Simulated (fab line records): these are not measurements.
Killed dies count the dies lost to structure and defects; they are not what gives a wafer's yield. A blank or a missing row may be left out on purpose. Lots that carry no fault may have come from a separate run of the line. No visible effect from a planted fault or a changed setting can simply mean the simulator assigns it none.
Which tool was responsible? ; flow sky130 ; at 1 step of a route of 708, 12 lots with 36 wafers sampled

WHAT THE GAUGES SHOWED, per wafer
SKY_VT_ADJUST_HVTP_OVL_MEAS_08. Usual: VT_ADJUST_HVTP_OVL gives 0.3 nm (standard deviation 1.3).
lot;measured;on;VT_ADJUST_HVTP_OVL (nm);flag
L672;day 7 10:02;overlay-02;-2.2 -1.4 -2.0;
L671;day 7 10:20;overlay-01;0.7 1.3 2.1;
L675;day 8 01:52;overlay-01;1.3 0.3 1.1;
L679;day 8 20:35;overlay-01;1.8 -0.3 -0.9;
L680;day 9 04:32;overlay-01;1.0 1.2 2.8;
L683;day 9 20:04;overlay-02;0.9 0.3 0.9;
L686;day 10 17:04;overlay-01;0.1 1.2 0.2;
L688;day 11 03:03;overlay-02;1.1 1.7 0.4;
L689;day 11 08:35;overlay-01;-1.9 0.3 -0.9;
L690;day 11 16:28;overlay-01;0.7 1.7 0.7;
L691;day 11 20:25;overlay-01;-0.5 -0.4 -0.8;
L692;day 12 03:43;overlay-01;0.8 0.4 1.0;

WHAT TOOL EACH LOT RAN ON (gives the tool, then ch and the chambers of the sampled wafers, and finally the start)
The record shows no process step preceding these readings.

AS READ BY THE TOOLS THEMSELVES (means over the sampled wafers that have a number; for cases with no such wafer, the mark the record gives instead)
The record holds no such reading with a usual standard deviation.

THE ANSWER, worked out from the rows above alone
Rule: take the mean of a lot's wafers that have a number; if it is more than 3 standard deviations from the usual mean, the lot is off. Also off: a lot with no number at a reading for which 4 or more lots have one. All remaining lots with rows at the step are treated as sound. Order of review: gauges by route order, followed by the tools' own readings, for which a lot's mean as printed above is used. At the first step where some lot is off, the reading lying furthest off is the one used; lots without a number count as furthest.
No lot is off on any of the readings shown, so nothing can be concluded from this.

WHAT WAS PUT IN BY THE SIMULATOR
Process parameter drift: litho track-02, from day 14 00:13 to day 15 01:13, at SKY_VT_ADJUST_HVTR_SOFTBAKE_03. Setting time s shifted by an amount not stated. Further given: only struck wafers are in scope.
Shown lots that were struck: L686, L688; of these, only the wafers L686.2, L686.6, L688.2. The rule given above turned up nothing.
